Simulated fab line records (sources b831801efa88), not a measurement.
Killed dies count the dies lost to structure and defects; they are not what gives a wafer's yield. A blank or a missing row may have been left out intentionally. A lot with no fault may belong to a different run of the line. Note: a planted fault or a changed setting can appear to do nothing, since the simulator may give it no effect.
Chamber matching    flow sky130    4 sister chambers for SKY_FIELD_ISO_CMP_27 on cmp-01
The step polishes, stops on Si3N4, t overpolish 16 s, target thk 457.8 nm. 18 wafers are shown with their chamber, then 9 later ones without.

## WAFERS, EACH WITH ITS CHAMBER
wafer   chamber  motorCurrentA (A)  timeToEndpointS (s)  slurryFlowMlMin
L116.3  2        12.5               119                  149.5
L116.5  3        9.8                118                  150.0
L116.6  0        12.6               115                  150.1
L117.1  2        13.0               117                  150.3
L117.2  1        11.7               115                  149.8
L117.6  2        13.2               118                  150.8
L118.2  2        12.6               118                  150.2
L118.4  0        12.8               115                  150.7
L118.6  1        11.8               113                  149.9
L122.1  1        10.7               114                  150.2
L122.4  0        12.4               114                  149.1
L122.5  2        12.8               115                  150.4
L125.5  3        10.1               111                  150.2
L126.6  1        11.2               105                  150.6
L127.1  3        9.5                105                  150.1
L127.4  1        11.3               105                  150.6
L127.6  2        12.3               106                  150.1
L128.6  3        10.4               112                  150.7

SIGNATURES (averages over the wafers above)
reading          chamber 0  chamber 1  chamber 2  chamber 3  scatter within a chamber
motorCurrentA    12.600     11.340     12.733     9.950      0.364
timeToEndpointS  114.67     110.40     115.50     111.50     4.65
slurryFlowMlMin  149.967    150.220    150.217    150.250    0.469
Rule: a wafer's distance from a chamber is the root of the sum, over the readings, of the square of ((its reading less the chamber's mean) divided by the reading's scatter). The wafer belongs to the nearest chamber; if the next one is less than 2 further off, it can't be placed. The scatter is the square root of a quotient: the sum, over the shown wafers, of each reading's squared deviation from its chamber's mean, divided by wafers minus chambers.

## WAFERS MISSING THEIR CHAMBER
wafer   motorCurrentA (A)  timeToEndpointS (s)  slurryFlowMlMin
L135.3  10.0               111                  149.6
L135.4  12.7               110                  150.1
L135.6  12.7               111                  149.4
L136.1  11.5               113                  149.1
L136.5  10.2               117                  150.7
L136.6  12.4               112                  149.5
L138.1  10.1               110                  150.1
L138.4  12.7               108                  150.0
L138.5  12.8               112                  150.3

## WHICH CHAMBER EACH WENT THROUGH
wafer   from the rows above           in truth
L135.3  3                             3
L135.4  can't be placed: 0 or 2       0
L135.6  can't be placed: 0 or 2       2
L136.1  can't be placed: 1 or 0 or 2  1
L136.5  can't be placed: 3 or 1       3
L136.6  can't be placed: 0 or 2       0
L138.1  3                             3
L138.4  can't be placed: 0 or 2       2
L138.5  can't be placed: 2 or 0       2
Correct placement for 2 of the 9. Can't be placed from these rows: 7 (the true chamber is among the candidates in 7). Number placed wrongly: 0.
